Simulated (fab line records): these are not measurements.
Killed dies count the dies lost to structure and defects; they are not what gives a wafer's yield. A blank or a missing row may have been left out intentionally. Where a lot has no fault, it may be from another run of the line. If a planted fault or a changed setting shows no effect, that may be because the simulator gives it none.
The tool behind it: which one? + flow gf180mcu + 13 lots with 39 wafers sampled at 3 steps, on a route of 602 steps

WHAT THE GAUGES READ, wafer by wafer
GF_MIM_RS_MEAS_10: measurement is done with a four-point probe. Usual: MIM_ALCU_RS gives 0.1597 ohm/sq (standard deviation 0.0014).
| lot  | measured     | on           | MIM_ALCU_RS (ohm/sq) | flag |
|------|--------------|--------------|----------------------|------|
| L127 | day 24 10:11 | filmMetro-01 | 0.1615 0.1605 0.1627 |      |
| L128 | day 24 13:43 | filmMetro-02 | 0.1612 0.1610 0.1632 |      |
| L132 | day 26 09:41 | filmMetro-02 | 0.1576 0.1575 0.1583 |      |
| L133 | day 26 15:59 | filmMetro-04 | 0.1595 0.1610 0.1585 |      |
| L134 | day 27 00:14 | filmMetro-01 | 0.1598 0.1625 0.1612 |      |
| L139 | day 29 00:15 | filmMetro-01 | 0.1585 0.1604 0.1592 |      |
| L140 | day 29 03:30 | filmMetro-02 | 0.1582 0.1587 0.1581 |      |
| L142 | day 29 15:04 | filmMetro-04 | 0.1615 0.1604 0.1608 |      |
| L144 | day 30 02:39 | filmMetro-02 | 0.1586 0.1605 0.1588 |      |
| L145 | day 30 07:29 | filmMetro-04 | 0.1617 0.1588 0.1600 |      |
| L147 | day 30 14:46 | filmMetro-02 | 0.1600 0.1600 0.1586 |      |
| L148 | day 30 18:44 | filmMetro-02 | 0.1586 0.1602 0.1618 |      |
| L150 | day 31 08:11 | filmMetro-04 | 0.1613 0.1597 0.1600 |      |

GF_V5_BOW_MEAS_05. Usual: V5_BOW gives 135 um (standard deviation 9.4).
| lot  | measured     | on           | V5_BOW (um) | flag |
|------|--------------|--------------|-------------|------|
| L127 | day 26 06:15 | filmMetro-04 | 122 145 135 |      |
| L128 | day 26 10:01 | filmMetro-02 | 126 134 125 |      |
| L132 | day 28 03:59 | filmMetro-04 | 144 127 143 |      |
| L133 | day 28 10:34 | filmMetro-03 | 131 139 131 |      |
| L134 | day 28 17:09 | filmMetro-02 | 128 149 143 |      |
| L139 | day 30 15:53 | filmMetro-02 | 130 149 129 |      |
| L140 | day 30 17:51 | filmMetro-04 | 113 124 118 |      |
| L142 | day 31 04:59 | filmMetro-04 | 135 139 141 |      |
| L144 | day 31 16:08 | filmMetro-02 | 151 142 137 |      |
| L145 | day 31 20:10 | filmMetro-02 | 123 113 125 |      |
| L147 | day 32 03:28 | filmMetro-03 | 141 146 138 |      |
| L148 | day 32 07:41 | filmMetro-02 | 141 149 139 |      |
| L150 | day 32 19:23 | filmMetro-02 | 125 124 131 |      |

TOOL THAT RAN EACH LOT (tool first, then ch and the chambers of the sampled wafers, then the start)
| lot  | GF_CONTACT_CMP_27             |
|------|-------------------------------|
| L127 | cmp-02 ch 0,2,3, day 16 03:05 |
| L128 | cmp-02 ch 0,1, day 16 06:42   |
| L132 | cmp-02 ch 0,2,3, day 18 04:29 |
| L133 | cmp-01 ch 0,1,3, day 18 11:23 |
| L134 | cmp-01 ch 0,1,2, day 18 23:18 |
| L139 | cmp-02 ch 0,1,3, day 21 06:58 |
| L140 | cmp-01 ch 1,3, day 21 10:38   |
| L142 | cmp-01 ch 0,2,3, day 22 00:47 |
| L144 | cmp-02 ch 0,2, day 22 16:35   |
| L145 | cmp-02 ch 0,1,3, day 22 21:20 |
| L147 | cmp-02 ch 0,2,3, day 23 07:09 |
| L148 | cmp-02 ch 2,3, day 23 11:27   |
| L150 | cmp-01 ch 1,2,3, day 24 03:35 |
- GF_CONTACT_CMP_27: polishes, stops on SiO2, t overpolish 15 s, target thk 0 nm.

AS READ BY THE TOOLS THEMSELVES (means over the sampled wafers that have a number; for cases with no such wafer, the mark the record gives instead)
GF_CONTACT_CMP_27. Usual: motorCurrentA 10.8 A, standard deviation 1.5; overpolishRunS 15.000 s, standard deviation 0.0091; retainingRingPressureFrac 1.000, standard deviation 0.0045; slurryFlowMlMin 150.0, standard deviation 0.43; timeToEndpointS 72 s, standard deviation 4.
| lot  | tool   | motorCurrentA (A) | overpolishRunS (s) | retainingRingPressureFrac | slurryFlowMlMin | timeToEndpointS (s) | flag |
|------|--------|-------------------|--------------------|---------------------------|-----------------|---------------------|------|
| L127 | cmp-02 | 11.1              | 15.003             | 0.999                     | 149.9           | 69                  |      |
| L128 | cmp-02 | 12.7              | 14.990             | 1.002                     | 150.1           | 73                  |      |
| L132 | cmp-02 | 10.6              | 15.004             | 0.999                     | 150.3           | 73                  |      |
| L133 | cmp-01 | 10.8              | 15.001             | 1.001                     | 149.6           | 75                  |      |
| L134 | cmp-01 | 11.4              | 14.998             | 1.000                     | 149.8           | 82                  |      |
| L139 | cmp-02 | 10.6              | 14.998             | 0.999                     | 149.5           | 73                  |      |
| L140 | cmp-01 | 10.6              | 15.000             | 1.002                     | 149.9           | 75                  |      |
| L142 | cmp-01 | 11.3              | 15.000             | 0.997                     | 150.6           | 70                  |      |
| L144 | cmp-02 | 11.1              | 14.993             | 1.000                     | 150.1           | 71                  |      |
| L145 | cmp-02 | 10.5              | 15.001             | 1.002                     | 150.0           | 67                  |      |
| L147 | cmp-02 | 10.6              | 14.996             | 0.998                     | 150.2           | 69                  |      |
| L148 | cmp-02 | 9.5               | 14.999             | 0.999                     | 149.6           | 72                  |      |
| L150 | cmp-01 | 11.6              | 15.007             | 0.999                     | 150.3           | 75                  |      |

THE ANSWER, worked out from the rows above alone
Rule: lot off if the mean of its wafers having a number is beyond 3 standard deviations from the usual mean. Also off: a lot with no number at a reading for which 4 or more lots have one. Where the step has rows for the other lots, those lots are counted as sound. After the gauges, taken in route order, come the tools' own readings; for these a lot's mean is taken, as printed above. At the first step where some lot is off, the reading lying furthest off is the one used; lots without a number count as furthest.
No lot is off on any of the readings shown, so nothing can be concluded from this.

WHAT WAS PUT IN BY THE SIMULATOR
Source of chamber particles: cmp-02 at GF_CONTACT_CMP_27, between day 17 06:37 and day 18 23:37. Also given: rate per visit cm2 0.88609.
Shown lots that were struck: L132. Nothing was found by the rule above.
